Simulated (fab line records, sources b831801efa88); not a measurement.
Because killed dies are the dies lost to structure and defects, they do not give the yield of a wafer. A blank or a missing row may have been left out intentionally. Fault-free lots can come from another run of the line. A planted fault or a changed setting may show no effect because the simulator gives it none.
Which tool did it? :: flow sky130 :: 13 lots with 39 wafers sampled at 4 steps, on a route of 708 steps

WHAT THE GAUGES SHOWED, per wafer
SKY_SD_P_CD_MEAS_07: target cd 380 nm.
lot: L363
measured: day 25 17:44
on: cdSem-01
cdNm (nm): 378.1 379.5 377.7

lot: L365
measured: day 26 14:00
on: cdSem-01
cdNm (nm): 378.2 378.1 378.0

lot: L366
measured: day 26 19:26
on: cdSem-01
cdNm (nm): 378.9 379.5 378.4

lot: L367
measured: day 27 03:10
on: cdSem-01
cdNm (nm): 383.5 382.4 381.1

lot: L369
measured: day 28 17:07
on: cdSem-02
cdNm (nm): 383.5 381.9 381.7

lot: L370
measured: day 28 18:11
on: cdSem-02
cdNm (nm): 379.9 380.6 376.9

lot: L373
measured: day 29 12:47
on: cdSem-01
cdNm (nm): 382.7 382.8 384.5

lot: L375
measured: day 30 12:16
on: cdSem-02
cdNm (nm): 375.9 376.1 377.4

lot: L377
measured: day 30 20:20
on: cdSem-01
cdNm (nm): 380.0 380.1 377.5

lot: L378
measured: day 30 20:58
on: cdSem-02
cdNm (nm): 383.3 381.3 381.3

lot: L379
measured: day 31 01:09
on: cdSem-01
cdNm (nm): 381.7 379.5 380.5

lot: L381
measured: day 31 15:35
on: cdSem-01
cdNm (nm): 381.5 378.8 380.4

lot: L385
measured: day 32 21:48
on: cdSem-01
cdNm (nm): 383.9 382.8 382.6

SKY_METAL1_THK_MEAS_06: measures by xrf.
lot: L363
measured: day 31 21:54
on: filmMetro-03
METAL1_ALCU_THK (nm): 250 251 252

lot: L365
measured: day 32 15:56
on: filmMetro-04
METAL1_ALCU_THK (nm): 250 245 251

lot: L366
measured: day 32 21:32
on: filmMetro-03
METAL1_ALCU_THK (nm): 246 243 242

lot: L367
measured: day 33 04:50
on: filmMetro-04
METAL1_ALCU_THK (nm): 249 248 245

lot: L369
measured: day 34 17:11
on: filmMetro-02
METAL1_ALCU_THK (nm): 248 247 247

lot: L370
measured: day 34 17:39
on: filmMetro-04
METAL1_ALCU_THK (nm): 252 253 251

lot: L373
measured: day 35 09:50
on: filmMetro-02
METAL1_ALCU_THK (nm): 245 241 242

lot: L375
measured: day 36 07:49
on: filmMetro-02
METAL1_ALCU_THK (nm): 247 244 246

lot: L377
measured: day 36 15:49
on: filmMetro-03
METAL1_ALCU_THK (nm): 244 244 246

lot: L378
measured: day 36 16:38
on: filmMetro-02
METAL1_ALCU_THK (nm): 244 247 248

lot: L379
measured: day 36 20:55
on: filmMetro-04
METAL1_ALCU_THK (nm): 252 251 249

lot: L381
measured: day 37 10:01
on: filmMetro-03
METAL1_ALCU_THK (nm): 247 242 245

lot: L385
measured: day 38 15:21
on: filmMetro-04
METAL1_ALCU_THK (nm): 250 250 247

SKY_VIA1_THK_MEAS_23: measures by xrf.
lot: L363
measured: day 34 06:46
on: filmMetro-01
VIA1_W_THK (nm): 272 266 272

lot: L365
measured: day 34 23:37
on: filmMetro-03
VIA1_W_THK (nm): 276 275 277

lot: L366
measured: day 35 04:49
on: filmMetro-03
VIA1_W_THK (nm): 276 281 277

lot: L367
measured: day 35 12:34
on: filmMetro-01
VIA1_W_THK (nm): 273 270 267

lot: L369
measured: day 37 00:31
on: filmMetro-03
VIA1_W_THK (nm): 280 280 281

lot: L370
measured: day 37 00:40
on: filmMetro-02
VIA1_W_THK (nm): 275 276 272

lot: L373
measured: day 37 16:03
on: filmMetro-03
VIA1_W_THK (nm): 277 281 271

lot: L375
measured: day 38 13:27
on: filmMetro-03
VIA1_W_THK (nm): 282 278 278

lot: L377
measured: day 38 22:12
on: filmMetro-02
VIA1_W_THK (nm): 273 273 270

lot: L378
measured: day 38 22:17
on: filmMetro-03
VIA1_W_THK (nm): 280 276 277

lot: L379
measured: day 39 03:00
on: filmMetro-01
VIA1_W_THK (nm): 272 274 269

lot: L381
measured: day 39 13:55
on: filmMetro-01
VIA1_W_THK (nm): 270 273 273

lot: L385
measured: day 40 21:14
on: filmMetro-03
VIA1_W_THK (nm): 279 280 282

TOOL THAT RAN EACH LOT (tool first, then ch and the chambers of the sampled wafers, then the start)
lot: L363
SKY_CONTACT_ETCH_18: rieDiel-02 ch 1,3, day 31 20:00

lot: L365
SKY_CONTACT_ETCH_18: rieDiel-01 ch 1,2, day 32 14:00

lot: L366
SKY_CONTACT_ETCH_18: rieDiel-03 ch 0,3, day 32 19:00

lot: L367
SKY_CONTACT_ETCH_18: rieDiel-01 ch 0,3, day 33 03:00

lot: L369
SKY_CONTACT_ETCH_18: rieDiel-03 ch 1,2, day 34 15:00

lot: L370
SKY_CONTACT_ETCH_18: rieDiel-02 ch 0,1,2, day 34 16:00

lot: L373
SKY_CONTACT_ETCH_18: rieDiel-01 ch 1,2, day 35 08:00

lot: L375
SKY_CONTACT_ETCH_18: rieDiel-01 ch 0,2,3, day 36 06:00

lot: L377
SKY_CONTACT_ETCH_18: rieDiel-01 ch 0,2,3, day 36 14:00

lot: L378
SKY_CONTACT_ETCH_18: rieDiel-02 ch 0,1, day 36 14:00

lot: L379
SKY_CONTACT_ETCH_18: rieDiel-02 ch 0,1,2, day 36 19:00

lot: L381
SKY_CONTACT_ETCH_18: rieDiel-03 ch 2,3, day 37 08:00

lot: L385
SKY_CONTACT_ETCH_18: rieDiel-02 ch 0,1,3, day 38 13:00
- SKY_CONTACT_ETCH_18: etches Si3N4 in CHF3/O2, stops on TiN, time 39 s, target depth 75 nm.

AS READ BY THE TOOLS THEMSELVES (means over the sampled wafers that have a number; for cases with no such wafer, the mark the record gives instead)
SKY_CONTACT_ETCH_18.
lot: L363
tool: rieDiel-02
O2_flow_sccm (sccm): 5.000
biasW (W): 199.7
chamberPressureMTorr (mTorr): 40.01
drypumpMotorCurrentA (A): 5.5
oesProductAu (a.u.): 0.848
throttleValvePct (%): 8.792

lot: L365
tool: rieDiel-01
O2_flow_sccm (sccm): 5.028
biasW (W): 200.2
chamberPressureMTorr (mTorr): 39.98
drypumpMotorCurrentA (A): 5.2
oesProductAu (a.u.): 0.860
throttleValvePct (%): 8.796

lot: L366
tool: rieDiel-03
O2_flow_sccm (sccm): 5.003
biasW (W): 200.6
chamberPressureMTorr (mTorr): 40.02
drypumpMotorCurrentA (A): 5.2
oesProductAu (a.u.): 0.850
throttleValvePct (%): 8.785

lot: L367
tool: rieDiel-01
O2_flow_sccm (sccm): 4.980
biasW (W): 200.2
chamberPressureMTorr (mTorr): 40.02
drypumpMotorCurrentA (A): 5.6
oesProductAu (a.u.): 0.850
throttleValvePct (%): 8.794

lot: L369
tool: rieDiel-03
O2_flow_sccm (sccm): 5.010
biasW (W): 199.9
chamberPressureMTorr (mTorr): 39.98
drypumpMotorCurrentA (A): 5.9
oesProductAu (a.u.): 0.853
throttleValvePct (%): 8.791

lot: L370
tool: rieDiel-02
O2_flow_sccm (sccm): 5.006
biasW (W): 199.8
chamberPressureMTorr (mTorr): 39.98
drypumpMotorCurrentA (A): 5.8
oesProductAu (a.u.): 0.853
throttleValvePct (%): 8.795

lot: L373
tool: rieDiel-01
O2_flow_sccm (sccm): 5.011
biasW (W): 200.1
chamberPressureMTorr (mTorr): 39.99
drypumpMotorCurrentA (A): 5.2
oesProductAu (a.u.): 0.861
throttleValvePct (%): 8.780

lot: L375
tool: rieDiel-01
O2_flow_sccm (sccm): 4.992
biasW (W): 222.9
chamberPressureMTorr (mTorr): 40.03
drypumpMotorCurrentA (A): 5.7
oesProductAu (a.u.): 0.862
throttleValvePct (%): 8.794

lot: L377
tool: rieDiel-01
O2_flow_sccm (sccm): 5.012
biasW (W): 223.1
chamberPressureMTorr (mTorr): 39.98
drypumpMotorCurrentA (A): 5.7
oesProductAu (a.u.): 0.857
throttleValvePct (%): 8.800

lot: L378
tool: rieDiel-02
O2_flow_sccm (sccm): 5.000
biasW (W): 199.8
chamberPressureMTorr (mTorr): 40.00
drypumpMotorCurrentA (A): 5.9
oesProductAu (a.u.): 0.844
throttleValvePct (%): 8.792

lot: L379
tool: rieDiel-02
O2_flow_sccm (sccm): 4.996
biasW (W): 200.6
chamberPressureMTorr (mTorr): 40.01
drypumpMotorCurrentA (A): 5.8
oesProductAu (a.u.): 0.844
throttleValvePct (%): 8.797

lot: L381
tool: rieDiel-03
O2_flow_sccm (sccm): 4.976
biasW (W): 199.8
chamberPressureMTorr (mTorr): 40.03
drypumpMotorCurrentA (A): 5.8
oesProductAu (a.u.): 0.849
throttleValvePct (%): 8.805

lot: L385
tool: rieDiel-02
O2_flow_sccm (sccm): 5.007
biasW (W): 199.6
chamberPressureMTorr (mTorr): 39.99
drypumpMotorCurrentA (A): 5.6
oesProductAu (a.u.): 0.840
throttleValvePct (%): 8.787

THE ANSWER, worked out from the rows above alone
Rule: usual is defined by the lots themselves. The widest of any qualifying gaps counts: lots, ordered by their means at a reading, are off when they make up no more than a third of the lots, leave a main group of 4 or more, and stand apart from it by 3 or more times the standard deviation of that group's means. A main group whose means are all the same, to the digits that the tables above print for the reading, isn't used. A lot without any number at a reading at which 4 lots or more have one is off too. The other lots that the step has rows for count as sound. First the gauges in route order, then the tools' own readings, where a lot's mean is used as printed above. At the first step where some lot is off, the reading lying furthest off is the one used; lots without a number count as furthest.
Off: L375, L377, at SKY_CONTACT_ETCH_18 (biasW). The main group has a mean of 200.0 W with a standard deviation of 0.33.
A tool fits if, at that step or a process step before it, it ran every lot that is off, and no sound lot after the first of them. One fits: SKY_CONTACT_ETCH_18 on rieDiel-01. A fault onset in the window from L373 (day 35 08:00, its last sound lot) to L375 (day 36 06:00, its first lot off) fits.
On the lots that are off, the tool's own readings at SKY_CONTACT_ETCH_18 differ by more than 5 times the standard deviation of the sound lots' means, which bears it out; biasW reads 223.0 W there versus 200.0 W on the sound lots.

WHAT THE SIMULATOR HAD PUT IN
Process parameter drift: rieDiel-01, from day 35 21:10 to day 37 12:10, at SKY_CONTACT_ETCH_18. Setting biasW, moved by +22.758, from 200. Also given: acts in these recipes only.
Shown lots that were struck: L375, L377. The rule above reached the same finding.
